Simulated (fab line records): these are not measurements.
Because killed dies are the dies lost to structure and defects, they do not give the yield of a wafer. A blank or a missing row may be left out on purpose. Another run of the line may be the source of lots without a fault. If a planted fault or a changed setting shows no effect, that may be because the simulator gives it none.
Comparing a struck lot with a sound one + flow sky130 + 16 steps out of a route of 708
Sound: these wafers, L562.1, L562.5, L562.6. Struck: wafers L546.2, L546.4, L546.6. The cause is given at the end.
Per side, at each step with rows, come the tool, then ch with its chambers, and then its first start. Under that, the readings that differ: sound wafers + struck wafers + difference of the means + sigmas: that difference in standard deviations of wafers without a fault.
alike: same words and numbers on both sides, and readings whose means sit less than 2 such deviations apart. not compared: any withheld reading, any reading some wafer has no value for, any bound like >300 that may hide the same value, and any number with overlapping values for which the record gives no deviation.
Wherever a step has rows on one side only, a row that says differs or no value, or a row with sigmas, the two part there. Non-overlapping numbers with no deviation appear without sigmas and do not part them. A reading that every wafer of one side lacks parts them only if that side has two wafers or more.

SKY_SD_N_OVL_MEAS_08:
  sound on overlay-01, day 34 12:28; struck on overlay-01, day 29 04:25
  alike: SD_N_OVL
then, 2 steps without rows for these wafers: SKY_SD_N_IMPLANT_09; SKY_SD_N_IMPLANT_10.
SKY_SD_N_STRIP_11: strips in O2/N2.
  sound on plasmaAsher-02 ch 0,1, day 34 12:48; struck on plasmaAsher-02 ch 0,1, day 29 04:45
  alike: drypumpMotorCurrentA, oesProductAu, stripTimeToEndpointS
  not compared: rfHoursCounterH
SKY_SD_N_TW_MEAS_12:
  sound on filmMetro-01, day 34 12:54; struck on filmMetro-02, day 29 04:52
  alike: SD_N_TW
then, 1 step without rows for these wafers: SKY_SD_N_CLEAN_13 (cleans in SC1/SC2, time 150 s).
SKY_SD_N_RTA_14: time 2 s.
  sound on rtpAnneal-02 ch 0, day 34 13:01; struck on rtpAnneal-02 ch 0, day 29 04:58
  alike: lampPowerPct, wafer_temp_C_max
SKY_SD_N_RS_MEAS_16: measures by four-point-probe.
  sound on filmMetro-03, day 34 13:11; struck on filmMetro-02, day 29 05:10
  alike: SD_N_RS
SKY_SD_N_RS_MEAS_17: measures by four-point-probe.
  sound on filmMetro-03, day 34 13:19; struck on filmMetro-02, day 29 05:17
  alike: SD_P_RS
SKY_SD_N_RS_MEAS_18: measures by four-point-probe.
  sound on filmMetro-03, day 34 13:26; struck on filmMetro-02, day 29 05:24
  alike: RES_XHIGH_RS
then, 1 step without rows for these wafers: SKY_SALICIDE_CLEAN_00 (cleans in HF-last, time 30 s).
SKY_LI_CONTACT_HDPCVD_00: deposits PSG, target thk 930 nm, time 155 s.
  sound on hdpcvd-01 ch 0,1,2, day 34 13:34; struck on hdpcvd-01 ch 0,2, day 29 05:31
| reading                                      | sound             | struck            | difference | sigmas |
|----------------------------------------------|-------------------|-------------------|------------|--------|
| runLengthS (s)                               | 182.9 182.9 182.0 | 194.8 194.9 194.9 | +12.3      | +21    |
| model.PSG_of_LI_CONTACT_HDPCVD_00.thkNm (nm) | 962 950.2 949.7   | 1002 1012 1011    | +54        |        |
SKY_LI_CONTACT_THK_MEAS_01:
  sound on filmMetro-03, day 34 13:40; struck on filmMetro-02, day 29 05:38
| reading                    | sound       | struck         | difference | sigmas |
|----------------------------|-------------|----------------|------------|--------|
| LI_CONTACT_HDPCVD_THK (nm) | 961 950 949 | 1002 1012 1012 | +55        | +6     |
SKY_LI_CONTACT_CMP_02: polishes PSG.
  sound on cmp-01 ch 2,3, day 34 13:47; struck on cmp-01 ch 0,2, day 29 05:51
| reading             | sound          | struck         | difference | sigmas |
|---------------------|----------------|----------------|------------|--------|
| timeToEndpointS (s) | 32.2 30.1 31.6 | 39.0 40.4 40.3 | +8.6       | +3     |
  alike: motorCurrentA
SKY_LI_CONTACT_BOW_MEAS_03:
  sound on filmMetro-01, day 34 14:02; struck on filmMetro-02, day 29 06:10
  alike: LI_CONTACT_BOW
-- the record jumps here: 18 days lie between the struck wafers' starts before and after (it left off in module LI_CONTACT and takes up again in module PAD_OPEN, whose first step shown is number 708 of the route) --
SKY_PAD_OPEN_PROBE_99:
  sound on prober-01, day 50 11:58; struck on prober-01, day 46 21:16
  alike: killed_at_M0_to_M3, killed_at_M4_up, killedAtContacts, killedAtFrontEnd, killedAtOther, killedDies, killedOpen, killedShort

## WHERE THEY PART
Last at SKY_LI_CONTACT_CMP_02 as far as this record goes, first at SKY_LI_CONTACT_HDPCVD_00. Later steps at which nothing parts them and some readings are alike: SKY_LI_CONTACT_BOW_MEAS_03, SKY_PAD_OPEN_PROBE_99.

WHY: whatever the simulator had introduced
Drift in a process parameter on hdpcvd-01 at SKY_LI_CONTACT_HDPCVD_00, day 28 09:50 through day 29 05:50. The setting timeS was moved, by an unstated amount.
